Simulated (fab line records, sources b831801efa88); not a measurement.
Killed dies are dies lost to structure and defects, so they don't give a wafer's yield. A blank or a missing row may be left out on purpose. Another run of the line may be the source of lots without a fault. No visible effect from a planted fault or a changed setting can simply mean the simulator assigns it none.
fab line records	flow sfqLine
record: lots: 15	wafers: 45	lastDay: 80
route steps=325 shown I0@43 I1@75 M2@98 I3@143
lots that met no fault: from a run of the same line without faults
startH: start of the lot's first displayed wafer, in hours after the record's first day	waitH: how many hours have passed since the lot's step before this one	" unchanged from the row above	L1.1+2: one row covering several wafers at once	- either no value or no given start	* or withheld: withheld	< > ~ a bound
route shown NAME@n: a module of which the file shows steps, and the number in the route of the first	usual: mean and standard deviation over wafers with no fault	same: alike in all rows	chamber/n: place in a boat	sites: per-site readings	_std_site: standard deviation of those values	_edge_site: outer sites' mean less inner sites'	radiusMm: for every site, how far away it sits from the centre of the wafer	mask NAME#n: copy n	behind: the last tool/chamber to shape the wafer	hold: what put the lot on hold/how long, in hours/how the hold closed	device: the n, p or np transistor that did not switch	end of line: the same wafers' tests at the end of the route	for a step that has no rows: nothing shown but its recipe	killed: at the first sort, the dies lost to defects and structure; wafer yield is something else	map: dies across one wafer; x = killed, . = not, _ = none there
set.NAME: the setting as run; set.NAME@STEP: as run at that earlier step	model.NAME: the simulator's own value behind a step, which no gauge read
a sample of lots followed through the steps of the route, with each step as a table and each wafer as a row
services: a tool's chamber out of use, with start hour (startH, from the record's first day; less than 0 if before it), hours out, and reason
== steps ==
step: SFQ_TRILAYER_I0_DEP_PECVD_027
recipe: material: SiO2	tempC: 150	timeS: 111.11	pressureTorr: 2.4	rfW: 183.3	precursor: SiH4/N2O	targetThkNm: 500
usual: heaterPowerW: 85/13	rfFwdPowerW: 182.4/0.62	throttleValvePct: 24.1/0.87
lot.wafer	tool	chamber	startH	waitH	heaterPowerW	rfFwdPowerW	throttleValvePct
L135.1	pecvd-03	2	165.74	0.0	89	184.2	24.5
L135.3	"	0	"	"	98	182.8	23.2
L135.4	"	0	"	"	97	182.8	23.1
L138.1	pecvd-04	2	180.14	0.0	67	182.3	24.2
L138.2	"	1	"	"	113	182.3	24.2
L138.5	"	1	"	"	94	183.0	24.2
L143.3	pecvd-04	1	213.92	0.0	99	181.6	24.2
L143.4	"	1	"	"	105	181.1	24.2
L143.5	"	2	"	"	70	183.2	24.2
L145.1	pecvd-03	2	225.74	0.0	104	153.1	24.4
L145.2	"	0	"	"	102	153.5	23.5
L145.4	"	1	"	"	92	153.2	24.7
L146.1	pecvd-03	2	232.94	0.0	105	154.2	24.4
L146.2	"	1	"	"	84	153.3	25.0
L146.4	"	2	"	"	107	153.8	24.7
L147.1	pecvd-03	1	238.94	0.0	95	153.2	24.8
L147.3	"	0	"	"	99	153.9	23.0
L147.4	"	1	"	"	81	153.2	24.8
L148.1	pecvd-01	0	244.94	0.0	83	183.0	23.6
L148.4	"	2	"	"	84	181.7	22.9
L148.5	"	1	"	"	62	182.1	22.4
L149.1	pecvd-01	2	255.86	0.0	74	181.9	23.0
L149.3	"	1	"	"	58	182.4	22.6
L149.6	"	2	"	"	78	181.5	23.0
L150.2	pecvd-04	0	257.06	0.0	83	181.9	25.6
L150.4	"	2	"	"	78	181.9	24.3
L150.6	"	1	"	"	107	181.6	24.2
L151.1	pecvd-01	1	267.86	0.0	65	182.2	22.8
L151.2	"	0	"	"	75	182.1	23.7
L151.5	"	2	"	"	75	181.3	22.9
L152.3	pecvd-01	2	280.84	0.0	71	182.1	22.9
L152.5	"	0	"	"	85	182.5	23.6
L152.6	"	2	"	"	73	181.6	22.6
L153.1	pecvd-01	1	284.44	0.0	63	181.9	22.5
L153.4	"	2	"	"	80	182.2	22.8
L153.6	"	0	"	"	71	183.2	23.6
L155.2	pecvd-04	0	300.04	0.0	80	181.5	25.6
L155.4	"	0	"	"	83	181.7	25.7
L155.5	"	1	"	"	101	182.0	24.6
L157.2	pecvd-03	2	313.24	0.0	91	181.7	24.7
L157.4	"	1	"	"	84	183.0	24.9
L157.6	"	0	"	"	103	182.1	23.1
L158.1	pecvd-03	1	318.04	0.0	76	182.4	24.6
L158.3	"	0	"	"	101	182.7	23.3
L158.5	"	2	"	"	87	182.1	24.9
step: SFQ_I1_BOW_MEAS_912
recipe: mode: bow
usual: I1_BOW: 4/7.8
lot.wafer	tool	chamber	startH	waitH	I1_BOW[um]
L135.1	filmMetro-04	-	284.98	2.5	-2
L135.3	"	-	"	"	9
L135.4	"	-	"	"	4
L138.1	filmMetro-03	-	305.98	1.0	3
L138.2	"	-	"	"	3
L138.5	"	-	"	"	-1
L143.3	filmMetro-04	-	348.11	2.0	14
L143.4	"	-	"	"	11
L143.5	"	-	"	"	7
L145.1	filmMetro-03	-	363.70	1.5	-9
L145.2	"	-	"	"	-21
L145.4	"	-	"	"	1
L146.1	filmMetro-02	-	366.70	2.0	12
L146.2	"	-	"	"	5
L146.4	"	-	"	"	-5
L147.1	filmMetro-04	-	372.70	2.5	7
L147.3	"	-	"	"	7
L147.4	"	-	"	"	7
L148.1	filmMetro-02	-	377.86	1.5	6
L148.4	"	-	"	"	-5
L148.5	"	-	"	"	-4
L149.1	filmMetro-03	-	395.03	2.0	-4
L149.3	"	-	"	"	-9
L149.6	"	-	"	"	-16
L150.2	filmMetro-04	-	397.45	2.0	5
L150.4	"	-	"	"	-21
L150.6	"	-	"	"	3
L151.1	filmMetro-04	-	400.43	1.0	3
L151.2	"	-	"	"	10
L151.5	"	-	"	"	-3
L152.3	filmMetro-04	-	410.07	2.0	13
L152.5	"	-	"	"	8
L152.6	"	-	"	"	6
L153.1	filmMetro-03	-	419.43	1.0	-9
L153.4	"	-	"	"	-4
L153.6	"	-	"	"	5
L155.2	filmMetro-02	-	447.24	2.0	-5
L155.4	"	-	"	"	-5
L155.5	"	-	"	"	16
L157.2	filmMetro-02	-	460.63	2.5	-2
L157.4	"	-	"	"	2
L157.6	"	-	"	"	7
L158.1	filmMetro-02	-	463.61	2.0	22
L158.3	"	-	"	"	10
L158.5	"	-	"	"	9
step: SFQ_M2_OVL_MEAS_916
usual: M2_OVL: -3/5
lot.wafer	tool	chamber	startH	waitH	M2_OVL[nm]
L135.1	overlay-01	-	406.84	0.1	-9
L135.3	"	-	"	"	-3
L135.4	"	-	"	"	-3
L138.1	overlay-02	-	429.54	0.1	-6
L138.2	"	-	"	"	-10
L138.5	"	-	"	"	-3
L143.3	overlay-02	-	478.30	0.1	0
L143.4	"	-	"	"	2
L143.5	"	-	"	"	0
L145.1	overlay-02	-	490.29	0.1	-13
L145.2	"	-	"	"	-8
L145.4	"	-	"	"	-6
L146.1	overlay-01	-	493.89	0.1	-2
L146.2	"	-	"	"	-1
L146.4	"	-	"	"	3
L147.1	overlay-02	-	502.29	0.1	0
L147.3	"	-	"	"	-5
L147.4	"	-	"	"	3
L148.1	overlay-01	-	506.61	0.1	-1
L148.4	"	-	"	"	-4
L148.5	"	-	"	"	-1
L149.1	overlay-01	-	525.81	0.1	-8
L149.3	"	-	"	"	1
L149.6	"	-	"	"	-4
L150.2	overlay-02	-	530.62	0.1	-5
L150.4	"	-	"	"	-5
L150.6	"	-	"	"	-10
L151.1	overlay-02	-	533.01	0.1	-7
L151.2	"	-	"	"	-7
L151.5	"	-	"	"	-1
L152.3	overlay-02	-	546.22	0.1	-2
L152.5	"	-	"	"	-9
L152.6	"	-	"	"	-11
L153.1	overlay-01	-	552.21	0.1	-9
L153.4	"	-	"	"	-11
L153.6	"	-	"	"	1
L155.2	overlay-01	-	571.42	0.1	-1
L155.4	"	-	"	"	9
L155.5	"	-	"	"	6
L157.2	overlay-02	-	588.02	0.1	1
L157.4	"	-	"	"	-4
L157.6	"	-	"	"	-3
L158.1	overlay-01	-	596.51	0.1	5
L158.3	"	-	"	"	1
L158.5	"	-	"	"	3
step: SFQ_I3_OVL_MEAS_923
usual: I3_OVL: -1/5.8
lot.wafer	tool	chamber	startH	waitH	I3_OVL[nm]
L135.1	overlay-01	-	750.97	0.1	8
L135.3	"	-	"	"	0
L135.4	"	-	"	"	1
L138.1	overlay-01	-	780.87	0.1	-3
L138.2	"	-	"	"	6
L138.5	"	-	"	"	-1
L143.3	overlay-01	-	820.48	0.1	3
L143.4	"	-	"	"	1
L143.5	"	-	"	"	-3
L145.1	overlay-01	-	838.02	0.1	9
L145.2	"	-	"	"	6
L145.4	"	-	"	"	13
L146.1	overlay-01	-	844.02	0.1	4
L146.2	"	-	"	"	-6
L146.4	"	-	"	"	-5
L147.1	overlay-02	-	848.82	0.1	9
L147.3	"	-	"	"	11
L147.4	"	-	"	"	2
L148.1	overlay-02	-	856.02	0.1	-3
L148.4	"	-	"	"	-9
L148.5	"	-	"	"	-4
L149.1	overlay-02	-	871.62	0.1	1
L149.3	"	-	"	"	6
L149.6	"	-	"	"	-4
L150.2	overlay-02	-	876.43	0.1	0
L150.4	"	-	"	"	1
L150.6	"	-	"	"	4
L151.1	overlay-02	-	884.82	0.1	-1
L151.2	"	-	"	"	0
L151.5	"	-	"	"	-4
L152.3	overlay-02	-	890.83	0.1	-12
L152.5	"	-	"	"	-9
L152.6	"	-	"	"	-6
L153.1	overlay-02	-	899.22	0.1	9
L153.4	"	-	"	"	8
L153.6	"	-	"	"	8
L155.2	overlay-02	-	922.03	0.1	-7
L155.4	"	-	"	"	-7
L155.5	"	-	"	"	-4
L157.2	overlay-02	-	930.43	0.1	3
L157.4	"	-	"	"	-3
L157.6	"	-	"	"	-3
L158.1	overlay-01	-	942.22	0.1	9
L158.3	"	-	"	"	9
L158.5	"	-	"	"	7
== services ==
tool	chamber	startH	hours	kind
pecvd-01	-	170.43	2.3	repair
pecvd-01	-	194.25	14.0	pm
pecvd-01	0	194.25	14.0	ventCycle
pecvd-01	1	194.25	14.0	ventCycle
pecvd-01	2	194.25	14.0	ventCycle
pecvd-01	0	208.25	-	clean
pecvd-01	1	208.25	-	clean
pecvd-01	2	208.25	-	clean
pecvd-01	-	210.37	1.1	repair
pecvd-04	0	280.40	10.4	repair
pecvd-04	2	286.73	13.4	repair
== key ==
firstSign: step: SFQ_TRILAYER_I0_DEP_PECVD_027	reading: rfFwdPowerW	direction: down	sigmas: 47	usual: 182.4	struck: 153.5
effect none on later readings
metAt SFQ_TRILAYER_I0_DEP_PECVD_027
struckLots L145,L146,L147
notActingAt SFQ_I1_BOW_MEAS_912,SFQ_M2_OVL_MEAS_916,SFQ_I3_OVL_MEAS_923
onsetBetween 165.74 225.74
fault: kind: processParameterDrift	tool: pecvd-03	chamber: -	onsetH: 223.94	steps: SFQ_TRILAYER_I0_DEP_PECVD_027	channel: rfW	offset: -29.328	shape: step	endH: 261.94	actsIn: theseRecipesOnly	stated: 183.3
